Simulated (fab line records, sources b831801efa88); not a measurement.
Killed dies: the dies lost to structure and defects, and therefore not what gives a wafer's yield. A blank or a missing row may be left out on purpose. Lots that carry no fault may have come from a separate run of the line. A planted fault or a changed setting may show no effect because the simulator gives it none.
Which tool did it? -- flow gf180mcu -- 6 lots, 18 wafers sampled, at 2 steps of a route of 602

## WHAT THE GAUGES READ, wafer by wafer
GF_V2_CD_MEAS_14: target cd 260 nm.
lot,measured,on,cd nm (nm)
L540,day 21 07:18,cd sem-02,263.0 262.1 264.2
L542,day 22 06:30,cd sem-02,260.0 261.1 261.8
L547,day 24 00:01,cd sem-01,268.3 267.8 268.3
L555,day 26 17:42,cd sem-01,259.7 259.1 258.6
L557,day 27 04:18,cd sem-02,259.6 260.3 260.1
L560,day 27 19:20,cd sem-02,257.5 257.1 258.0

## WHICH TOOL RAN EACH LOT (tool, then ch and the chambers of the sampled wafers, then the start)
lot,GF_V2_SOFTBAKE_10
L540,"litho track-04 ch 0, day 20 19:00"
L542,"litho track-04 ch 0, day 21 18:00"
L547,"litho track-03 ch 0, day 23 13:00"
L555,"litho track-02 ch 0, day 26 07:00"
L557,"litho track-04 ch 0, day 26 17:00"
L560,"litho track-02 ch 0, day 27 09:00"
- GF_V2_SOFTBAKE_10: time 60 s.

## THE ANSWER, worked out from the rows above alone
Rule: what is usual is taken from the lots themselves. The widest of any qualifying gaps counts: lots, ordered by their means at a reading, are off when they make up no more than a third of the lots, leave a main group of 4 or more, and stand apart from it by 3 or more times the standard deviation of that group's means. If all means in a main group match to the digits the tables above print for the reading, that group is not used. Also off: a lot with no number at a reading for which 4 or more lots have one. All remaining lots with rows at the step are treated as sound.
No lot is off at any reading shown: from this, nothing can be told.

## WHAT WAS PUT IN BY THE SIMULATOR
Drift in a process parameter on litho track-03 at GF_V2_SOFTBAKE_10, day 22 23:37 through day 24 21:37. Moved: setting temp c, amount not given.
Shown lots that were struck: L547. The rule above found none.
